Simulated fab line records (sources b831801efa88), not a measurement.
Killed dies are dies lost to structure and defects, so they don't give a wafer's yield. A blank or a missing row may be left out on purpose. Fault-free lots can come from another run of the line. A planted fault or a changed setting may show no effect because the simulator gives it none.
Shared-tool check -- flow sky130 -- 42 wafers sampled across 11 lots

## WHAT PROMPTED THE OPENING
SKY_VIA3_RS_MEAS_22, reading VIA3_W_RS: flagged on 3 of 11 lots. Wafers without a fault read 0.297 ohm/sq, standard deviation 0.0033.
Rule: a lot is flagged in two cases, either no wafer of it has a number, or all its wafers with numbers fall more than 4 standard deviations from that mean. The rest of the lots are taken to be sound.

lot,measured,on,"VIA3_W_RS (ohm/sq), wafer by wafer",flag
L661,day 40 10:08,filmMetro-03,0.299 0.301 0.300,
L665,day 41 06:48,filmMetro-02,0.297 0.296 0.291,
L666,day 41 08:32,filmMetro-02,0.293 0.303 0.300,
L667,day 41 20:00,filmMetro-03,0.297 0.293 0.293,
L668,day 41 21:52,filmMetro-03,0.298 0.291 0.298,
L673,day 43 07:19,filmMetro-02,0.301 0.294 0.297,
L677,day 44 15:30,filmMetro-03,0.409 0.424 0.412 0.408 0.424 0.412,FLAGGED
L678,day 44 19:48,filmMetro-03,0.301 0.296 0.296,
L680,day 44 23:46,filmMetro-03,0.423 0.416 0.417 0.423 0.416 0.417,FLAGGED
L682,day 45 20:18,filmMetro-03,0.293 0.296 0.298,
L683,day 46 03:19,filmMetro-02,0.429 0.409 0.414 0.431 0.409 0.416,FLAGGED
The numbers of the flagged lots are 0.417 ohm/sq on average: +0.120 ohm/sq against the usual, or +36 standard deviations.

## TOOL THAT RAN EACH LOT
Before the reading, the record contains 2 process steps out of a 708-step route. Cell contents, in order: the tool; ch with the chambers the sampled wafers went through; the start.
lot,flag,SKY_VIA3_STRIP_16,SKY_VIA3_CVD_21
L661,,"plasmaAsher-01 ch 0,1, day 40 09:20","cvdW-02 ch 0,1, day 40 09:59"
L665,,"plasmaAsher-03 ch 0,1, day 41 06:02","cvdW-02 ch 0,1, day 41 06:41"
L666,,"plasmaAsher-01 ch 0,1, day 41 07:44","cvdW-01 ch 0,1, day 41 08:23"
L667,,"plasmaAsher-02 ch 0,1, day 41 19:11","cvdW-02 ch 0,1, day 41 19:53"
L668,,"plasmaAsher-01 ch 0,1, day 41 21:01","cvdW-01 ch 0,1, day 41 21:43"
L673,,"plasmaAsher-03 ch 0,1, day 43 06:32","cvdW-01 ch 0,1, day 43 07:11"
L677,FLAGGED,"plasmaAsher-02 ch 0,1, day 44 14:44","cvdW-02 ch 0,1, day 44 15:23"
L678,,"plasmaAsher-03 ch 0,1, day 44 19:02","cvdW-01 ch 0,1, day 44 19:41"
L680,FLAGGED,"plasmaAsher-03 ch 0,1, day 44 22:59","cvdW-02 ch 0,1, day 44 23:38"
L682,,"plasmaAsher-01 ch 0,1, day 45 19:29","cvdW-01 ch 0,1, day 45 20:11"
L683,FLAGGED,"plasmaAsher-03 ch 0,1, day 46 02:32","cvdW-02 ch 0,1, day 46 03:11"
These steps, and what they do:
- SKY_VIA3_STRIP_16: strips in O2/N2.
- SKY_VIA3_CVD_21: deposits W, target thk 390 nm, time 117.31 s.
- SKY_VIA3_RS_MEAS_22: measures by four-point-probe.

## FLAGGED AGAINST TOTAL, ONE TOOL AT A TIME (gauges that did the reading follow at the end)
step,tool,lots run,flagged,share of the flagged lots,sound lots run after its first flagged lot
SKY_VIA3_STRIP_16,plasmaAsher-01,4,0,none,-
SKY_VIA3_STRIP_16,plasmaAsher-02,2,1,some,0
SKY_VIA3_STRIP_16,plasmaAsher-03,5,2,some,0
SKY_VIA3_CVD_21,cvdW-01,5,0,none,-
SKY_VIA3_CVD_21,cvdW-02,6,3,all,0
SKY_VIA3_RS_MEAS_22,filmMetro-02,4,1,some,0
SKY_VIA3_RS_MEAS_22,filmMetro-03,7,2,some,"2 (L678,L682)"

## WHAT THE TABLE ALLOWS
1 row of the table ran every flagged lot: cvdW-02 at SKY_VIA3_CVD_21.
- cvdW-02 at SKY_VIA3_CVD_21 ran 6 lots, 3 of them flagged. Its last sound lot is L667 (day 41 19:53), its first flagged lot L677 (day 44 15:23): a fault that began between those two fits.
What remains is a single tool, cvdW-02 at SKY_VIA3_CVD_21.

## WHAT THE SIMULATOR HAD INSERTED
Site profile drift: cvdW-02, from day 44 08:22 on, at SKY_VIA3_CVD_21. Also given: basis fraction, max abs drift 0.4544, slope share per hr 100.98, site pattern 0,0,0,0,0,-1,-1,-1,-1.
Shown lots that were struck: L677, L680, L683. The same result came from the rule above.
